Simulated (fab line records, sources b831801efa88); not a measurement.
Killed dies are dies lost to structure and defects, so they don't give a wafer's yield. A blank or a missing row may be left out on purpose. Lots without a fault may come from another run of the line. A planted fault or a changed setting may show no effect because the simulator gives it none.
Which tool did it? | flow gf180mcu | 14 lots, 42 wafers sampled, at 3 steps of a route of 602

WHAT THE GAUGES READ, wafer by wafer
GF_M1_THK_MEAS_06: measures by xrf.
lot  | measured     | on            | M1_ALCU_THK (nm)
L724 | day 16 02:50 | film_metro-01 | 452 447 447
L725 | day 16 10:55 | film_metro-03 | 447 448 456
L731 | day 18 15:20 | film_metro-03 | 446 442 448
L735 | day 20 09:26 | film_metro-01 | 457 457 448
L736 | day 20 18:35 | film_metro-03 | 450 451 449
L738 | day 21 08:40 | film_metro-01 | 451 454 450
L739 | day 21 12:20 | film_metro-04 | 449 447 441
L741 | day 22 07:40 | film_metro-03 | 456 447 445
L742 | day 22 19:26 | film_metro-03 | 450 446 449
L743 | day 23 02:13 | film_metro-04 | 448 450 454
L744 | day 23 05:19 | film_metro-04 | 453 450 449
L745 | day 23 14:23 | film_metro-01 | 451 450 448
L746 | day 23 22:59 | film_metro-04 | 448 451 451
L747 | day 24 09:46 | film_metro-04 | 455 454 460

GF_M1_OVL_MEAS_15.
lot  | measured     | on         | M1_OVL (nm)
L724 | day 17 01:13 | overlay-01 | -17 -7 -11
L725 | day 17 09:23 | overlay-02 | -1 -3 -3
L731 | day 19 15:54 | overlay-02 | -1 0 -6
L735 | day 21 09:25 | overlay-02 | 7 6 8
L736 | day 21 18:34 | overlay-01 | -3 0 3
L738 | day 22 09:02 | overlay-01 | -5 0 -5
L739 | day 22 11:51 | overlay-02 | 4 4 4
L741 | day 23 06:55 | overlay-01 | 6 10 6
L742 | day 23 18:19 | overlay-01 | 8 4 7
L743 | day 24 00:33 | overlay-01 | -6 -1 -4
L744 | day 24 03:43 | overlay-02 | -9 -6 -6
L745 | day 24 12:22 | overlay-01 | 6 5 2
L746 | day 24 20:25 | overlay-01 | -4 4 -1
L747 | day 25 08:10 | overlay-02 | -10 -10 -9

WHICH TOOL RAN EACH LOT (tool, then ch and the chambers of the sampled wafers, then the start)
lot  | GF_SAB_WET_ETCH_12
L724 | wet_bench-02 ch 0, day 15 02:01
L725 | wet_bench-04 ch 0, day 15 10:07
L731 | wet_bench-02 ch 2, day 17 12:29
L735 | wet_bench-02 ch 3, day 19 05:10
L736 | wet_bench-01 ch 3, day 19 15:01
L738 | wet_bench-04 ch 0, day 20 04:55
L739 | wet_bench-04 ch 1, day 20 09:19
L741 | wet_bench-01 ch 0, day 21 05:22
L742 | wet_bench-04 ch 1, day 21 16:46
L743 | wet_bench-01 ch 3, day 21 23:25
L744 | wet_bench-02 ch 2, day 22 02:46
L745 | wet_bench-04 ch 3, day 22 12:40
L746 | wet_bench-01 ch 2, day 22 21:16
L747 | wet_bench-01 ch 1, day 23 08:16
- GF_SAB_WET_ETCH_12: etches SiO2 in dHF, target depth 22 nm, time 440 s.

WHAT THE TOOLS THEMSELVES READ (means of the sampled wafers that have a number; where no wafer has one, the mark that the record gives instead)
GF_SAB_WET_ETCH_12.
lot  | tool         | run_length_s (s) | temp_c (C)
L724 | wet_bench-02 | 473              | 24.96
L725 | wet_bench-04 | 473              | 24.87
L731 | wet_bench-02 | 273              | 24.90
L735 | wet_bench-02 | 272              | 24.99
L736 | wet_bench-01 | 466              | 24.82
L738 | wet_bench-04 | 473              | 24.93
L739 | wet_bench-04 | 467              | 24.98
L741 | wet_bench-01 | 475              | 25.04
L742 | wet_bench-04 | 465              | 25.04
L743 | wet_bench-01 | 465              | 24.98
L744 | wet_bench-02 | 465              | 25.03
L745 | wet_bench-04 | 466              | 24.93
L746 | wet_bench-01 | 466              | 24.97
L747 | wet_bench-01 | 467              | 24.96

THE ANSWER, worked out from the rows above alone
Rule: what is usual is taken from the lots themselves. Put in order of their means at a reading, lots are off if they are a third of the lots or fewer, leave a main group of 4 or more, and stand apart from it by a gap of 3 or more times the standard deviation of the main group's means; of several such gaps the widest counts. A main group whose means are all the same, to the digits that the tables above print for the reading, isn't used. A lot without any number at a reading at which 4 lots or more have one is off too. The other lots that the step has rows for count as sound. The gauges are gone through in route order, then the tools' own readings, and for those a lot's mean is taken as printed above. The first step at which some lot is off is used, and at that step the reading that is off furthest; a lot without a number counts as furthest.
Off: L731, L735, at GF_SAB_WET_ETCH_12 (run_length_s). The main group: mean 468 s, standard deviation 3.7.
A tool fits if, at that step or a process step before it, it ran every lot that is off, and no sound lot after the first of them. None of those tried fits.

WHAT THE SIMULATOR HAD PUT IN
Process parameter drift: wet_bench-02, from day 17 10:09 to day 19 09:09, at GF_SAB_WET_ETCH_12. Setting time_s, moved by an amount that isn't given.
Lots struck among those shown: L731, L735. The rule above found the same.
